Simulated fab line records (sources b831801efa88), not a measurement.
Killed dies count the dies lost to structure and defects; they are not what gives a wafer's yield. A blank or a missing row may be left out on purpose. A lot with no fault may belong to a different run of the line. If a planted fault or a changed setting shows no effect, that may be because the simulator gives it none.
Struck lot and sound lot, side by side | flow sky130 | 20 steps out of a route of 708
Sound: these wafers, L557.4, L557.5, L557.6. Wafers struck: L554.3, L554.4, L554.6. The cause is given at the end.
Each step with rows lists, per side, the tool, then ch with its chambers, then its first start. Under that, the readings that differ: sound wafers | struck wafers | difference of the means | sigmas: that difference in standard deviations of wafers without a fault.
alike: same words and numbers on both sides, and readings whose means sit less than 2 such deviations apart. not compared: any withheld reading, any reading some wafer has no value for, any bound like >300 that may hide the same value, and any number with overlapping values for which the record gives no deviation.
The two part at a step that has a row with sigmas, a row that says differs or no value, or rows on one side only. Numbers that don't overlap but have no deviation are shown without sigmas and don't part them. A reading missing from all wafers of one side parts the sides only when that side holds two or more wafers.

SKY_LDD_HVP_OVL_MEAS_07:
  struck on overlay-01, day 26 01:31; sound on overlay-02, day 28 12:34
  alike: LDD_HVP_OVL
following that, these wafers have no rows for 1 step: SKY_LDD_HVP_IMPLANT_08.
SKY_LDD_HVP_STRIP_09: strips in O2/N2.
  sound on plasmaAsher-04 ch 0,1, day 28 12:46; struck on plasmaAsher-03 ch 0,1, day 26 01:43
  alike: chamberPressureMTorr, drypumpMotorCurrentA, o2FlowSccm, oesProductAu, stripTimeToEndpointS
  not compared: rfHoursCounterH
SKY_LDD_HVP_TW_MEAS_10:
  struck on filmMetro-02, day 26 01:49; sound on filmMetro-01, day 28 12:52
  alike: LDD_HVP_TW
then, 7 steps without rows for these wafers: SKY_LDD_LDN_DEHYDRATE_00 (time 60 s); SKY_LDD_LDN_HMDS_01 (prime time 60 s); SKY_LDD_LDN_COAT_02 (resist thk 1140 nm); SKY_LDD_LDN_SOFTBAKE_03 (time 60 s); SKY_LDD_LDN_EXPOSE_04 (exposes mask LDNTM, target cd 700 nm); SKY_LDD_LDN_PEB_05; SKY_LDD_LDN_DEVELOP_06 (develop time 60 s).
SKY_LDD_LDN_OVL_MEAS_07:
  struck on overlay-01, day 27 06:34; sound on overlay-02, day 29 16:52
  alike: LDD_LDN_OVL
SKY_LDD_LDN_IMPLANT_08:
  sound on implanter-04 ch 0, day 29 16:58; struck on implanter-03 ch 0, day 27 06:57
then, 3 steps without rows for these wafers: SKY_LDD_LDN_IMPLANT_09; SKY_LDD_LDN_IMPLANT_10; SKY_LDD_LDN_IMPLANT_11.
SKY_LDD_LDN_STRIP_12: strips in O2/N2.
  sound on plasmaAsher-04 ch 0,1, day 29 17:31; struck on plasmaAsher-04 ch 0,1, day 27 07:32
reading                  | sound             | struck            | difference | sigmas
stripTimeToEndpointS (s) | 14.17 14.11 14.15 | 14.21 14.25 14.24 | +0.09      | +3
  alike: chamberPressureMTorr, drypumpMotorCurrentA, o2FlowSccm, oesProductAu
  not compared: rfHoursCounterH
SKY_LDD_LDN_TW_MEAS_13:
  struck on filmMetro-03, day 27 07:40; sound on filmMetro-03, day 29 17:37
reading    | sound          | struck         | difference | sigmas
LDD_LDN_TW | 1494 1509 1502 | 1606 1611 1606 | +106       | +5
then, 1 step without rows for these wafers: SKY_LDD_LDN_CLEAN_14 (cleans in SC1/SC2, time 150 s).
-- record jumps: 21 days separate the struck wafers' starts on either side; left off in module LDD_LDN, taken up again in module PAD_OPEN, whose first shown step is the route's number 708 --
SKY_PAD_OPEN_PROBE_99:
  struck on prober-02, day 48 15:03; sound on prober-01, day 50 04:13
reading                      | sound          | struck         | difference | sigmas
model.etest.tipSonos.rsOhmSq | 2613 2618 2598 | 2357 2338 2355 | -260       | 
  alike: killed_at_M0_to_M3, killed_at_M4_up, killedAtContacts, killedAtFrontEnd, killedAtOther, killedDies, killedOnRim, killedOpen, killedShort

== WHERE THEY PART ==
First at SKY_LDD_LDN_STRIP_12; last, within this record, at SKY_LDD_LDN_TW_MEAS_13. Later steps at which nothing parts them and some readings are alike: SKY_PAD_OPEN_PROBE_99.

WHY: whatever the simulator had introduced
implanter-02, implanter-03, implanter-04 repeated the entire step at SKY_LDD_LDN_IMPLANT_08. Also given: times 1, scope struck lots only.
